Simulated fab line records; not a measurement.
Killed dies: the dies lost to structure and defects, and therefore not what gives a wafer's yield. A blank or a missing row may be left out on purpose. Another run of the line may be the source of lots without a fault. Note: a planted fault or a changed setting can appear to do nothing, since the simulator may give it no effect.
The same fault as seen by 2 desks -- flow gf180mcu -- numbers are kept per desk, each desk with only its own; the story behind them comes last

## DESK OF THE TOOL OWNER: implanter-02
The tool's own readings at GF_HV_LDD_IMPLANT_33, given as means over the sampled wafers that have a number, one for each lot that went through this tool. A lot is out of limits, marked OUT, if its mean lies more than 4 standard deviations from the usual mean; the brackets give that distance.
Columns: A = beam on s at GF_HV_LDD_IMPLANT_33, usual 10.00 s; B = faraday current uA at GF_HV_LDD_IMPLANT_33, usual 42.3; C = rotation deg at GF_HV_LDD_IMPLANT_33, usual 0.003 degrees
lot,first seen here,A,B,C
L290,day 15 06:54,7.68 (-13) OUT,55.1 (+17) OUT,0.020
L291,day 15 09:02,7.83 (-12) OUT,54.0 (+15) OUT,0.004
This desk's verdict: out of limits on L290, L291, starting with L290 at day 15 06:54 (beam on s at GF_HV_LDD_IMPLANT_33). In limits: none.

## FROM THE METROLOGY DESK
What the gauges read for every lot (on any tool): the sampled wafers with a number, averaged. A lot is out of limits, marked OUT, if its mean lies more than 4 standard deviations from the usual mean; the brackets give that distance.
Columns: A = cd nm at GF_HV_LDD_CD_MEAS_31, usual 399.6 nm; B = HV_LDD_3_TW at GF_HV_LDD_TW_MEAS_38, usual 1429; C = HV_LDD_RS at GF_HV_LDD_RS_MEAS_53, usual 418.6 ohm/sq; D = CONTACT_CVD_02_THK at GF_CONTACT_THK_MEAS_03, usual 860 nm
lot,first seen here,A,B,C,D
L280,day 11 15:41,401.3,1421,418.8,858
L281,day 12 01:28,399.7,1429,416.2,878
L282,day 12 10:40,401.6,1419,419.5,854
L286,day 14 00:49,401.1,1433,418.5,859
L287,day 14 15:43,401.4,1429,417.5,868
L288,day 14 16:13,395.3,1433,418.1,860
L290,day 15 06:44,399.5,1409,424.9 (+6.4) OUT,868
L291,day 15 08:52,399.8,1402,422.4,847
L293,day 16 03:22,397.0,1436,418.3,875
L294,day 16 10:49,401.5,1432,418.2,853
L296,day 17 02:22,402.3,1429,417.7,857
L302,day 19 01:37,400.6,1432,419.1,855
L303,day 19 09:50,400.3,1433,417.7,858
This desk's result: L290 out of limits, first on L290 (HV_LDD_RS at GF_HV_LDD_RS_MEAS_53), day 16 05:49. L280, L281, L282, L286, L287, L288, L291, L293, L294, L296, L302, L303 stayed within limits.

## BROUGHT TOGETHER
At day 15 06:54, on L290, L291, the tool owner's desk was in a position to raise an alarm.
The metrology desk could have raised an alarm at day 16 05:49, on L290.
The metrology desk has L291 on record, within its limits.
The lots listed all ran GF_HV_LDD_IMPLANT_33 on implanter-02.

## WHAT WAS PUT IN BY THE SIMULATOR
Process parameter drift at GF_HV_LDD_IMPLANT_33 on implanter-02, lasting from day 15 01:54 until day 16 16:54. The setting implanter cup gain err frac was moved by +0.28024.
Lots struck among those shown: L290, L291.
Time in hours from fault onset to the first out-of-limits reading at each desk: tool owner's desk 5, metrology desk 28.
